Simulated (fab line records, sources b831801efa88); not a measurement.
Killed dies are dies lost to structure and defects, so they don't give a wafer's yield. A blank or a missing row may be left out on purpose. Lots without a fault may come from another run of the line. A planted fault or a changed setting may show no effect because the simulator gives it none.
Tool commonality check | flow sky130 | 12 lots, 36 wafers sampled

WHY IT WAS OPENED
At SKY_LDD_HVP_TW_MEAS_10 the reading LDD_HVP_TW is flagged on 2 of 12 lots. Wafers without a fault read 458.5, standard deviation 2.5.
Rule: a lot is flagged when every wafer of it that has a number lies more than 4 standard deviations from that mean, or none has a number. The other lots count as sound.

lot  | measured     | on            | LDD_HVP_TW, wafer by wafer | flag
L734 | day 21 19:22 | film_metro-04 | 462.7 461.0 463.0          |
L739 | day 24 04:52 | film_metro-03 | 478.5 479.4 478.8          | FLAGGED
L742 | day 24 19:11 | film_metro-04 | 485.4 484.3 485.5          | FLAGGED
L744 | day 25 11:57 | film_metro-04 | 457.8 456.8 460.5          |
L747 | day 26 09:02 | film_metro-04 | 459.1 460.4 460.1          |
L749 | day 27 07:24 | film_metro-03 | 455.2 456.2 458.0          |
L750 | day 27 15:23 | film_metro-02 | 461.4 462.5 464.5          |
L751 | day 27 21:01 | film_metro-03 | 458.6 458.8 458.3          |
L752 | day 28 02:10 | film_metro-02 | 458.5 457.7 459.9          |
L754 | day 28 19:03 | film_metro-02 | 461.1 459.5 461.3          |
L755 | day 28 21:51 | film_metro-02 | 458.1 460.7 459.1          |
L757 | day 29 20:48 | film_metro-03 | 458.8 460.7 459.7          |
The numbers of the flagged lots are 482.0 on average: +23.5 against the usual, or +9 standard deviations.

WHICH TOOL RAN EACH LOT
The record holds 2 process steps before the reading, out of a route of 708 steps. In each cell: the tool, then ch and the chambers that the sampled wafers went through, then the start.
lot  | flag    | SKY_GATE_OXIDE_STRIP_13              | SKY_LDD_HVP_IMPLANT_08
L734 |         | plasma_asher-04 ch 0, day 14 02:08   | implanter-02 ch 0, day 21 19:07
L739 | FLAGGED | plasma_asher-04 ch 0,1, day 16 06:07 | implanter-03 ch 0, day 24 04:37
L742 | FLAGGED | plasma_asher-03 ch 0,1, day 16 21:23 | implanter-03 ch 0, day 24 18:56
L744 |         | plasma_asher-04 ch 0,1, day 17 09:27 | implanter-01 ch 0, day 25 11:42
L747 |         | plasma_asher-04 ch 0,1, day 18 10:30 | implanter-01 ch 0, day 26 08:47
L749 |         | plasma_asher-04 ch 0,1, day 19 07:10 | implanter-01 ch 0, day 27 07:09
L750 |         | plasma_asher-04 ch 1, day 19 16:52   | implanter-03 ch 0, day 27 15:08
L751 |         | plasma_asher-04 ch 0,1, day 20 00:16 | implanter-03 ch 0, day 27 20:47
L752 |         | plasma_asher-03 ch 0,1, day 20 03:38 | implanter-02 ch 0, day 28 01:48
L754 |         | plasma_asher-03 ch 0,1, day 20 19:06 | implanter-03 ch 0, day 28 18:48
L755 |         | plasma_asher-04 ch 0,1, day 21 01:19 | implanter-03 ch 0, day 28 21:37
L757 |         | plasma_asher-02 ch 0,1, day 21 22:52 | implanter-01 ch 0, day 29 20:36
What these steps do:
- SKY_GATE_OXIDE_STRIP_13: strips in O2/N2.
- SKY_LDD_HVP_IMPLANT_08
- SKY_LDD_HVP_TW_MEAS_10

FLAGGED OVER TOTAL, TOOL BY TOOL (the gauges that took the reading come last)
step                    | tool            | lots run | flagged | share of the flagged lots | sound lots run after its first flagged lot
SKY_GATE_OXIDE_STRIP_13 | plasma_asher-02 | 1        | 0       | none                      | -
SKY_GATE_OXIDE_STRIP_13 | plasma_asher-03 | 3        | 1       | some                      | 2 (L752,L754)
SKY_GATE_OXIDE_STRIP_13 | plasma_asher-04 | 8        | 1       | some                      | 6 (L744,L747,L749,L750,L751,L755)
SKY_LDD_HVP_IMPLANT_08  | implanter-01    | 4        | 0       | none                      | -
SKY_LDD_HVP_IMPLANT_08  | implanter-02    | 2        | 0       | none                      | -
SKY_LDD_HVP_IMPLANT_08  | implanter-03    | 6        | 2       | all                       | 4 (L750,L751,L754,L755)
SKY_LDD_HVP_TW_MEAS_10  | film_metro-02   | 4        | 0       | none                      | -
SKY_LDD_HVP_TW_MEAS_10  | film_metro-03   | 4        | 1       | some                      | 3 (L749,L751,L757)
SKY_LDD_HVP_TW_MEAS_10  | film_metro-04   | 4        | 1       | some                      | 2 (L744,L747)

WHAT THE TABLE ALLOWS
1 row of the table ran every flagged lot: implanter-03 at SKY_LDD_HVP_IMPLANT_08.
- implanter-03 at SKY_LDD_HVP_IMPLANT_08: 2 of its 6 lots flagged. Sound lots ran on it after the first flagged one (L750, L751, L754, L755), which a lasting fault on the whole tool wouldn't allow. Its own readings lie more than 4 standard deviations out on every wafer of the flagged lots: beam_on_s, faraday_current_uA.
No row of the table ran every flagged lot and no sound lot after the first.

WHAT THE SIMULATOR HAD PUT IN
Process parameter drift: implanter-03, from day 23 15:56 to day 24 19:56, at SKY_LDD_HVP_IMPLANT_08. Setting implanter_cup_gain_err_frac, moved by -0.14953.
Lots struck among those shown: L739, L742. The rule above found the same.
